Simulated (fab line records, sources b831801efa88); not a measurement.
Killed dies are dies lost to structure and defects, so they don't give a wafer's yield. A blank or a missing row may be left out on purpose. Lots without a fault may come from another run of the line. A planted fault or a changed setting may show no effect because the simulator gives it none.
fab line records | flow sky130
record lots=7 wafers=21 last_day=50
route steps=708 shown VT_ADJUST_PCH@151 SONOS_TUNNEL@154 PAD_OPEN@708
lots that met no fault: from a run of the same line without faults
start_h: hours from the record's first day to the start of the lot's first wafer shown | wait_h: hours since the lot's step before | " the same as in the row above | L1.1+2: a row that stands for several wafers | - no value, or no start given | * or withheld: withheld | < > ~ a bound
route shown NAME@n: a module of which the file shows steps, and the number in the route of the first | usual: mean/standard deviation of fault-free wafers | same: alike in all rows | chamber/n: place in a boat | sites: the reading at each site | _std_site: their standard deviation | _edge_site: outer sites' mean less inner sites' | radius_mm: how far each site lies from the wafer's centre | mask NAME#n: copy n | behind: the tool/chamber that last shaped the wafer | hold: why the lot was held/for how many hours/how that ended | device: the transistor (n, p or np) that didn't switch | end of line: the same wafers' tests at the end of the route | a step without rows: its recipe alone | killed: dies lost to structure and defects at the first sort, not the wafer's yield | map: a wafer's dies, x killed, . not, _ none there
set.NAME: the setting as run; set.NAME@STEP: as run at that earlier step | model.NAME: the simulator's own value behind a step, which no gauge read
lots at some steps of the route; a table a step, a row a wafer
services: from which hour (start_h, from the record's first day; less than 0 if before it) a tool's chamber was out of use, for how many hours, and why
## steps
# step SKY_VT_ADJUST_PCH_IMPLANT_08
# recipe species=B energy_kev=10 dose_cm2=5e+11 tilt_deg=withheld
# step SKY_VT_ADJUST_PCH_STRIP_09
# recipe chemistry=O2/N2 power_w=1400 pressure_mtorr=1500 platen_temp_c=withheld o2_flow_sccm=3000 n2_flow_sccm=300 overash_fraction=0.5
# usual drypump_motor_current_A=6.0/0.36 oes_product_au=0.722/0.0046 strip_time_to_endpoint_s=36.90/0.089
# columns lot.wafer tool chamber start_h wait_h drypump_motor_current_A oes_product_au rf_hours_counter_h strip_time_to_endpoint_s
L564.1 plasma_asher-03 1 241.36 0.1 6.5 0.723 41 36.74
L564.4 " 1 " " 6.5 0.724 - 36.74
L564.5 " 0 " " 6.3 0.730 - 36.75
L573.1 plasma_asher-02 1 305.65 0.1 6.1 0.716 61 37.00
L573.2 " 0 " " 5.7 0.721 61 36.98
L573.6 " 1 " " 6.1 0.716 - 36.96
L574.1 plasma_asher-01 1 309.20 0.1 5.7 0.722 19 36.74
L574.4 " 1 " " 5.7 0.725 - 36.76
L574.6 " 1 " " 5.6 0.720 - 36.84
L575.2 plasma_asher-02 1 315.16 0.1 6.1 0.708 62 36.96
L575.3 " 0 " " 5.7 0.724 - 36.84
L575.5 " 1 " " 6.1 0.722 - 36.89
L577.2 plasma_asher-03 1 331.11 0.1 6.5 0.724 50 36.89
L577.5 " 1 " " 6.5 0.729 - 36.94
L577.6 " 0 " " 6.3 0.720 - 36.90
L585.2 plasma_asher-02 0 393.41 0.1 5.7 0.721 70 36.87
L585.4 " 1 " " 6.1 0.723 - 36.85
L585.6 " 1 " " 6.1 0.722 - 36.86
L586.1 plasma_asher-02 0 396.91 0.1 5.7 0.720 70 36.99
L586.5 " 0 " " 5.7 0.720 - 36.92
L586.6 " 1 " " 6.1 0.722 - 36.99
# step SKY_VT_ADJUST_PCH_TW_MEAS_10
# usual VT_ADJUST_PCH_TW=143.1/0.74
# columns lot.wafer tool chamber start_h wait_h VT_ADJUST_PCH_TW
L564.1 film_metro-01 - 241.46 0.1 141.6
L564.4 " - " " 142.2
L564.5 " - " " 142.5
L573.1 film_metro-01 - 305.75 0.1 143.7
L573.2 " - " " 143.5
L573.6 " - " " 142.6
L574.1 film_metro-01 - 309.30 0.1 143.2
L574.4 " - " " 142.9
L574.6 " - " " 143.3
L575.2 film_metro-02 - 315.27 0.1 143.9
L575.3 " - " " 143.1
L575.5 " - " " 143.4
L577.2 film_metro-04 - 331.22 0.1 145.3
L577.5 " - " " 144.1
L577.6 " - " " 144.0
L585.2 film_metro-02 - 393.52 0.1 142.2
L585.4 " - " " 142.1
L585.6 " - " " 142.8
L586.1 film_metro-01 - 397.01 0.1 142.6
L586.5 " - " " 142.4
L586.6 " - " " 142.4
# step SKY_SONOS_TUNNEL_DEHYDRATE_00
# recipe temp_c=200 time_s=60
# step SKY_SONOS_TUNNEL_HMDS_01
# recipe prime_time_s=60 prime_temp_c=120
# step SKY_SONOS_TUNNEL_COAT_02
# recipe resist=NOVOLAK spin_rpm=3000 resist_thk_nm=1140
# step SKY_SONOS_TUNNEL_SOFTBAKE_03
# recipe temp_c=90 time_s=60 resist=NOVOLAK
# step SKY_SONOS_TUNNEL_EXPOSE_04
# recipe mask_id=TUNM na=0.6 source_shape=conventional sigma_outer=0.6 polarization=unpolarized target_cd_nm=410 dose_mj=136
# step SKY_SONOS_TUNNEL_PEB_05
# recipe temp_c=withheld time_s=* resist=NOVOLAK
# step SKY_SONOS_TUNNEL_DEVELOP_06
# recipe resist=NOVOLAK developer=TMAH develop_time_s=60 dev_temp_c=23
# step SKY_SONOS_TUNNEL_CD_MEAS_07
# recipe target_cd_nm=410
# usual cd_nm=409.1/2.4
# columns lot.wafer tool chamber start_h wait_h cd_nm
L564.1 cd_sem-01 - 263.96 0.1 408.6
L564.4 " - " " 408.8
L564.5 " - " " 411.5
L573.1 cd_sem-01 - 331.49 0.1 408.3
L573.2 " - " " 406.6
L573.6 " - " " 407.8
L574.1 cd_sem-01 - 335.01 0.1 405.9
L574.4 " - " " 408.4
L574.6 " - " " 407.4
L575.2 cd_sem-02 - 342.36 0.1 408.9
L575.3 " - " " 408.5
L575.5 " - " " 407.7
L577.2 cd_sem-02 - 359.01 0.2 412.0
L577.5 " - " " 411.9
L577.6 " - " " 410.7
L585.2 cd_sem-02 - 423.66 0.1 406.6
L585.4 " - " " 405.5
L585.6 " - " " 405.0
L586.1 cd_sem-01 - 427.06 0.1 411.1
L586.5 " - " " 412.2
L586.6 " - " " 410.5
# step SKY_SONOS_TUNNEL_OVL_MEAS_08
# usual SONOS_TUNNEL_OVL=-0.1/1.2
# columns lot.wafer tool chamber start_h wait_h SONOS_TUNNEL_OVL[nm]
L564.1 overlay-02 - 264.08 0.1 -2.3
L564.4 " - " " 0.4
L564.5 " - " " -0.2
L573.1 overlay-01 - 331.61 0.1 -1.4
L573.2 " - " " -0.2
L573.6 " - " " -1.4
L574.1 overlay-01 - 335.13 0.1 -0.1
L574.4 " - " " -0.3
L574.6 " - " " -1.0
L575.2 overlay-02 - 342.47 0.1 0.9
L575.3 " - " " 0.2
L575.5 " - " " 2.3
L577.2 overlay-01 - 359.12 0.1 -2.0
L577.5 " - " " -2.1
L577.6 " - " " -1.0
L585.2 overlay-01 - 423.77 0.1 1.3
L585.4 " - " " -1.5
L585.6 " - " " 0.3
L586.1 overlay-02 - 427.18 0.1 0.0
L586.5 " - " " 0.8
L586.6 " - " " 0.1
# step SKY_SONOS_TUNNEL_IMPLANT_09
# recipe species=B energy_kev=20 dose_cm2=1e+12 tilt_deg=withheld
# usual dose_ions_cm2=1.0002e+12/1.1e+09 faraday_current_uA=5.65/0.11
# columns lot.wafer tool chamber start_h wait_h dose_ions_cm2 faraday_current_uA
L564.1 implanter-04 0 264.12 0.0 9.994e+11 5.58
L564.4 " 0 " " 1e+12 5.68
L564.5 " 0 " " 1.0002e+12 5.66
L573.1 implanter-02 0 331.65 0.0 9.999e+11 5.61
L573.2 " 0 " " 1.0003e+12 5.64
L573.6 " 0 " " 9.993e+11 5.48
L574.1 implanter-04 0 335.16 0.0 3.427e+11 1.94
L574.4 " 0 " " 3.447e+11 1.93
L574.6 " 0 " " 3.448e+11 1.87
L575.2 implanter-04 0 342.52 0.0 3.46e+11 1.93
L575.3 " 0 " " 3.455e+11 1.94
L575.5 " 0 " " 3.449e+11 1.92
L577.2 implanter-04 0 359.17 0.0 3.461e+11 1.88
L577.5 " 0 " " 3.446e+11 1.99
L577.6 " 0 " " 3.44e+11 1.93
L585.2 implanter-04 0 423.82 0.0 9.997e+11 5.69
L585.4 " 0 " " 9.983e+11 5.80
L585.6 " 0 " " 9.993e+11 5.54
L586.1 implanter-03 0 427.21 0.0 1.0015e+12 5.73
L586.5 " 0 " " 1.0012e+12 5.51
L586.6 " 0 " " 9.992e+11 5.62
# step SKY_SONOS_TUNNEL_WET_ETCH_10
# recipe chemistry=dHF target_depth_nm=14 target=SiO2 dilution=100:1 temp_c=25 time_s=280
# step SKY_SONOS_TUNNEL_STRIP_11
# recipe chemistry=SPM time_s=600 temp_c=130
# step SKY_SONOS_TUNNEL_TW_MEAS_12
# usual SONOS_TUNNEL_TW=197.3/1.8
# columns lot.wafer tool chamber start_h wait_h SONOS_TUNNEL_TW
L564.1 film_metro-01 - 264.54 0.0 196.1
L564.4 " - " " 196.9
L564.5 " - " " 196.3
L573.1 film_metro-04 - 332.08 0.0 199.4
L573.2 " - " " 200.0
L573.6 " - " " 198.9
L574.1 film_metro-03 - 335.57 0.0 147.9
L574.4 " - " " 147.8
L574.6 " - " " 148.1
L575.2 film_metro-01 - 342.94 0.0 146.9
L575.3 " - " " 147.0
L575.5 " - " " 145.7
L577.2 film_metro-03 - 359.78 0.0 146.9
L577.5 " - " " 146.6
L577.6 " - " " 147.3
L585.2 film_metro-01 - 424.24 0.0 195.6
L585.4 " - " " 194.6
L585.6 " - " " 195.4
L586.1 film_metro-03 - 427.62 0.0 195.3
L586.5 " - " " 195.6
L586.6 " - " " 196.1
# step SKY_SONOS_TUNNEL_CLEAN_13
# recipe chemistry=dHF time_s=20 dilution=100:1 dry=ipa_marangoni
# step SKY_PAD_OPEN_PROBE_99
# usual killed_at_M0_to_M3=43/6.7 killed_at_M4_up=3.2/2.1 killed_at_contacts=25/5.9 killed_at_front_end=16/4.7 killed_at_other=0.3/0.54 killed_dies=87/9.8 killed_open=47/6.7 killed_short=40/6.5
# same gross_dies=492 killed_at_back_side=0
# columns lot.wafer tool chamber start_h wait_h killed_at_M0_to_M3 killed_at_M4_up killed_at_contacts killed_at_front_end killed_at_other killed_dies killed_open killed_short model.etest.tip_sonos.rs_ohm_sq model.etest.sonos_uncharged.r_on_ohm_um model.etest.sonos_programmed.off_log10_a_um model.etest.sonos_programmed.vt_v model.etest.sonos_uncharged.vt_v model.etest.sonos_baked.vt_v model.etest.sonos_erased.vt_v
L564.1 prober-01 - 1096.91 0.1 54 0 36 15 0 105 58 46 2720 832.3 -13.97 1.392 -0.4191 0.8509 -2.203
L564.4 prober-01 - 1097.06 0.2 46 4 28 23 0 101 47 54 2695 812.8 -13.87 1.413 -0.4485 0.9083 -2.209
L564.5 prober-01 - 1097.11 0.2 53 2 30 25 0 110 49 59 2658 833.8 -13.94 1.293 -0.4028 0.8095 -2.091
L573.1 prober-02 - 1145.13 0.1 42 3 24 16 0 85 42 42 2775 833.3 -14.08 1.52 -0.4192 1.024 -2.277
L573.2 prober-02 - 1145.18 0.1 42 1 17 18 0 78 48 30 2779 819.7 -13.91 1.527 -0.4499 0.9847 -2.343
L573.6 prober-02 - 1145.38 0.2 42 5 29 21 0 97 50 46 2826 824.8 -13.99 1.52 -0.4329 0.9714 -2.303
L574.1 prober-01 - 1148.40 0.1 27 5 29 7 0 68 39 29 2582 766.7 -12.3 1.227 -0.6133 0.7272 -2.363
L574.4 prober-01 - 1148.55 0.2 47 5 19 16 1 88 56 31 2570 772 -11.96 1.223 -0.5766 0.7535 -2.384
L574.6 prober-01 - 1148.65 0.2 46 4 12 18 0 80 47 33 2644 769.7 -12.23 1.21 -0.619 0.6754 -2.386
L575.2 prober-02 - 1150.74 0.1 44 2 24 16 0 86 49 36 2506 752.6 -12.05 1.317 -0.6055 0.7936 -2.433
L575.3 prober-02 - 1150.80 0.2 43 5 25 11 1 85 51 34 2573 789.1 -12.13 1.244 -0.5623 0.8061 -2.462
L575.5 prober-02 - 1150.89 0.2 43 2 28 23 1 97 50 47 2561 775.5 -12.29 1.299 -0.5716 0.8657 -2.424
L577.2 prober-02 - 1161.45 0.1 55 6 22 16 0 99 55 44 2564 784.6 -12.55 1.225 -0.5821 0.7483 -2.403
L577.5 prober-02 - 1161.60 0.2 52 5 23 14 0 94 50 44 2581 756.6 -12.36 1.255 -0.6671 0.7529 -2.446
L577.6 prober-02 - 1161.65 0.2 57 3 23 7 0 90 51 39 2550 779.6 -12.4 1.192 -0.5857 0.741 -2.376
L585.2 prober-02 - 1199.00 0.1 59 2 32 10 0 103 56 47 2609 806.4 -14.09 1.549 -0.4108 1.038 -2.354
L585.4 prober-02 - 1199.10 0.2 28 0 27 14 2 71 35 36 2588 790.1 -13.91 1.479 -0.4532 0.9227 -2.329
L585.6 prober-02 - 1199.20 0.2 37 3 25 25 1 91 52 39 2594 793.9 -13.96 1.592 -0.4622 1.071 -2.399
L586.1 prober-01 - 1201.83 0.1 50 3 24 16 0 93 55 37 2762 829.8 -14.1 1.438 -0.3861 0.969 -2.218
L586.5 prober-01 - 1202.03 0.2 42 1 29 18 0 90 52 38 2691 828.4 -14.01 1.362 -0.3947 0.9534 -2.117
L586.6 prober-01 - 1202.08 0.2 42 1 17 12 0 72 44 28 2789 839.9 -13.88 1.425 -0.4015 0.9848 -2.204
# killed by level:class
L564.1 LI_CONTACT:geometric_particle:open=9 CONTACT:geometric_particle:open=9 VIA1:geometric_particle:open=9 VIA2:geometric_particle:open=9 VIA3:geometric_particle:open=9 CONTACT:geometric_particle:short=8 LI_CONTACT:geometric_particle:short=6 METAL1:geometric_particle:short=6
L564.4 VIA3:geometric_particle:open=9 METAL2:geometric_particle:short=9 LI_CONTACT:geometric_particle:open=8 LI_CONTACT:geometric_particle:short=7 VIA1:geometric_particle:open=7 CONTACT:geometric_particle:open=6 VIA1:geometric_particle:short=6 METAL3:geometric_particle:short=6
L564.5 METAL1:geometric_particle:short=12 VIA2:geometric_particle:open=9 LI_CONTACT:geometric_particle:open=9 METAL2:geometric_particle:short=9 CONTACT:geometric_particle:open=8 LI_CONTACT:geometric_particle:short=8 POLY_GATE:geometric_particle:open=7 POLY_GATE:geometric_particle:short=7
L573.1 CONTACT:geometric_particle:open=9 VIA2:geometric_particle:open=9 CONTACT:geometric_particle:short=7 METAL2:geometric_particle:short=7 VIA1:geometric_particle:short=6 VIA3:geometric_particle:open=6 POLY_GATE:geometric_particle:short=5 LI_CONTACT:geometric_particle:open=5
L573.2 VIA1:geometric_particle:open=10 VIA2:geometric_particle:open=8 VIA1:geometric_particle:short=7 FIELD_ISO:geometric_particle:open=6 VIA3:geometric_particle:open=6 FIELD_ISO:geometric_particle:short=5 LI_CONTACT:geometric_particle:open=5 CONTACT:geometric_particle:open=5
L573.6 VIA1:geometric_particle:open=15 METAL2:geometric_particle:short=9 CONTACT:geometric_particle:open=8 VIA2:geometric_particle:open=7 FIELD_ISO:geometric_particle:short=6 LI_CONTACT:geometric_particle:open=6 CONTACT:geometric_particle:short=6 LOCAL_INTERCONNECT:geometric_particle:short=5
L574.1 CONTACT:geometric_particle:open=12 LI_CONTACT:geometric_particle:open=9 VIA1:geometric_particle:open=6 METAL1:geometric_particle:short=5 CONTACT:geometric_particle:short=4 VIA2:geometric_particle:open=4 SPACER:geometric_particle:short=3 LOCAL_INTERCONNECT:geometric_particle:short=3
L574.4 VIA1:geometric_particle:open=18 VIA1:geometric_particle:short=8 CONTACT:geometric_particle:open=7 LI_CONTACT:geometric_particle:open=6 VIA2:geometric_particle:open=6 FIELD_ISO:geometric_particle:open=5 POLY_GATE:geometric_particle:open=4 VIA3:geometric_particle:open=3
L574.6 VIA1:geometric_particle:open=12 VIA2:geometric_particle:open=9 FIELD_ISO:geometric_particle:open=8 VIA1:geometric_particle:short=4 VIA2:geometric_particle:short=4 METAL4:geometric_particle:short=4 LI_CONTACT:geometric_particle:open=3 CONTACT:geometric_particle:open=3
L575.2 VIA1:geometric_particle:open=19 LI_CONTACT:geometric_particle:open=8 CONTACT:geometric_particle:open=7 METAL2:geometric_particle:short=6 VIA2:geometric_particle:open=5 FIELD_ISO:geometric_particle:open=4 POLY_GATE:geometric_particle:short=4 LOCAL_INTERCONNECT:geometric_particle:short=4
L575.3 CONTACT:geometric_particle:open=13 VIA1:geometric_particle:open=9 LI_CONTACT:geometric_particle:open=6 METAL1:geometric_particle:short=6 VIA2:geometric_particle:open=6 VIA3:geometric_particle:open=5 FIELD_ISO:geometric_particle:open=4 POLY_GATE:geometric_particle:short=4
L575.5 CONTACT:geometric_particle:open=12 FIELD_ISO:geometric_particle:open=7 VIA1:geometric_particle:open=7 FIELD_ISO:geometric_particle:short=6 VIA3:geometric_particle:open=6 POLY_GATE:geometric_particle:short=6 LI_CONTACT:geometric_particle:open=6 LOCAL_INTERCONNECT:geometric_particle:short=5
L577.2 CONTACT:geometric_particle:open=13 VIA3:geometric_particle:open=10 VIA1:geometric_particle:open=9 VIA2:geometric_particle:open=9 METAL1:geometric_particle:short=8 METAL2:geometric_particle:short=5 FIELD_ISO:geometric_particle:short=4 POLY_CUT:geometric_particle:open=4
L577.5 VIA1:geometric_particle:open=16 CONTACT:geometric_particle:open=12 METAL1:geometric_particle:short=8 METAL2:geometric_particle:short=6 VIA3:geometric_particle:open=6 POLY_GATE:geometric_particle:short=5 VIA2:geometric_particle:open=5 LI_CONTACT:geometric_particle:open=4
L577.6 VIA1:geometric_particle:open=17 CONTACT:geometric_particle:open=9 METAL1:geometric_particle:short=8 LOCAL_INTERCONNECT:geometric_particle:short=7 VIA2:geometric_particle:open=7 LI_CONTACT:geometric_particle:open=6 VIA1:geometric_particle:short=5 METAL2:geometric_particle:short=5
L585.2 VIA1:geometric_particle:open=16 LI_CONTACT:geometric_particle:open=10 CONTACT:geometric_particle:open=10 VIA2:geometric_particle:open=9 METAL2:geometric_particle:short=6 CONTACT:geometric_particle:short=5 METAL1:geometric_particle:short=5 VIA1:geometric_particle:short=5
L585.4 VIA1:geometric_particle:open=10 CONTACT:geometric_particle:open=8 POLY_GATE:geometric_particle:open=5 CONTACT:geometric_particle:short=5 VIA1:geometric_particle:short=5 FIELD_ISO:geometric_particle:short=4 POLY_GATE:geometric_particle:short=4 LI_CONTACT:geometric_particle:open=4
L585.6 LI_CONTACT:geometric_particle:open=11 VIA1:geometric_particle:open=8 VIA2:geometric_particle:open=8 POLY_GATE:geometric_particle:short=7 POLY_GATE:geometric_particle:open=5 VIA1:geometric_particle:short=5 LOCAL_INTERCONNECT:geometric_particle:short=5 CONTACT:geometric_particle:open=5
L586.1 VIA1:geometric_particle:open=17 CONTACT:geometric_particle:open=9 FIELD_ISO:geometric_particle:short=7 VIA2:geometric_particle:open=7 LI_CONTACT:geometric_particle:open=6 VIA3:geometric_particle:open=6 VIA1:geometric_particle:short=5 METAL2:geometric_particle:short=5
L586.5 CONTACT:geometric_particle:open=10 POLY_GATE:geometric_particle:open=9 VIA1:geometric_particle:open=9 LI_CONTACT:geometric_particle:open=7 METAL1:geometric_particle:short=7 LOCAL_INTERCONNECT:geometric_particle:short=6 METAL2:geometric_particle:short=6 VIA2:geometric_particle:open=5
L586.6 VIA1:geometric_particle:open=11 LI_CONTACT:geometric_particle:open=8 VIA3:geometric_particle:open=8 CONTACT:geometric_particle:open=5 VIA1:geometric_particle:short=5 POLY_GATE:geometric_particle:short=4 VIA2:geometric_particle:open=3 METAL2:geometric_particle:open=3
## services
# columns tool chamber start_h hours kind
implanter-04 - 219.23 4.1 repair
implanter-04 - 223.14 1.9 repair
implanter-02 - 238.41 2.7 repair
implanter-03 - 253.16 0.8 repair
plasma_asher-02 - 257.47 1.8 repair
implanter-03 - 291.08 93.0 pm
implanter-04 - 320.11 2.6 pm
plasma_asher-03 - 368.85 0.5 repair
plasma_asher-03 - 380.14 2.0 repair
plasma_asher-02 - 405.66 4.3 pm
implanter-04 - 411.65 2.0 repair
plasma_asher-02 - 421.25 9.0 pm
plasma_asher-02 0 421.25 9.0 vent_cycle
plasma_asher-02 1 421.25 9.0 vent_cycle
## key
first_sign step=SKY_SONOS_TUNNEL_IMPLANT_09 reading=dose_ions_cm2 direction=down sigmas=99+ usual=* struck=*
effect step=SKY_SONOS_TUNNEL_IMPLANT_09 reading=faraday_current_uA direction=down sigmas=33 usual=5.65 struck=1.93
effect step=SKY_SONOS_TUNNEL_TW_MEAS_12 reading=SONOS_TUNNEL_TW direction=down sigmas=28 usual=197.3 struck=147.1
model_effect step=SKY_PAD_OPEN_PROBE_99 value=etest.tip_sonos.rs_ohm_sq without=2675 struck=2570
met_at SKY_SONOS_TUNNEL_IMPLANT_09
struck_wafers L574.1,L574.4,L574.6,L575.2,L575.3,L575.5,L577.2,L577.5,L577.6
tester_left_out L574,L575,L577
onset_between 264.12 335.16
fault kind=process_parameter_drift tool=implanter-04 chamber=- onset_h=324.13 steps=SKY_SONOS_TUNNEL_IMPLANT_09 channel=dose_cm2 offset=* shape=step end_h=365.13 acts_in=* stated=*
# tester_left_out: of these lots the tester's yield and bins aren't shown, on N5 and GAA mostly nor the transistor test; their killed dies are dies lost to structure and defects alone, not to doping, threshold or leakage, so they don't give the yield
